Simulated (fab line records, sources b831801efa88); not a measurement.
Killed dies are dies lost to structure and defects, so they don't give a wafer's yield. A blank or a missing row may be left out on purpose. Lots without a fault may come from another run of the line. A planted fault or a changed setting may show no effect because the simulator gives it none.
Chamber matching | flow gf180mcu | GF_V4_CMP_26 on cmp-02: 4 sister chambers
The step polishes, stops on SiO2, t overpolish 15 s, target thk 0 nm. 4 wafers are shown with their chamber, then 7 later ones without.

WAFERS WITH THEIR CHAMBER
wafer  | chamber | motor_current_A (A)
L559.5 | 2       | 14.4
L561.5 | 0       | 13.2
L563.1 | 3       | 13.1
L563.3 | 1       | 8.9

WAFERS WITHOUT THEIR CHAMBER
wafer  | motor_current_A (A)
L563.6 | 15.0
L564.2 | 14.5
L564.4 | 13.2
L564.6 | 15.2
L565.1 | 13.9
L565.3 | 13.7
L565.6 | 8.3

WHICH CHAMBER EACH WENT THROUGH
wafer  | from the rows above          | in truth
L563.6 | 2                            | 2
L564.2 | 2                            | 2
L564.4 | can't be placed: 0 or 3      | 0
L564.6 | 2                            | 2
L565.1 | can't be placed: 2 or 0 or 3 | 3
L565.3 | can't be placed: 0 or 3 or 2 | 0
L565.6 | 1                            | 1
Placed correctly: 4 of 7. Can't be placed from these rows: 3 (the true chamber is among the candidates in 3). Placed wrongly: 0.
How it was worked out, from the rows above alone: a wafer's distance from a chamber is the root of the sum, over the readings, of the square of ((its reading less the chamber's mean) divided by the reading's scatter). The wafer belongs to the nearest chamber; if the next one is less than 2 further off, it can't be placed. A chamber's mean is the mean of its shown wafers. The scatter: with one shown wafer a chamber, the root of the mean of the squares of how far each hidden wafer lies from its nearest shown one.
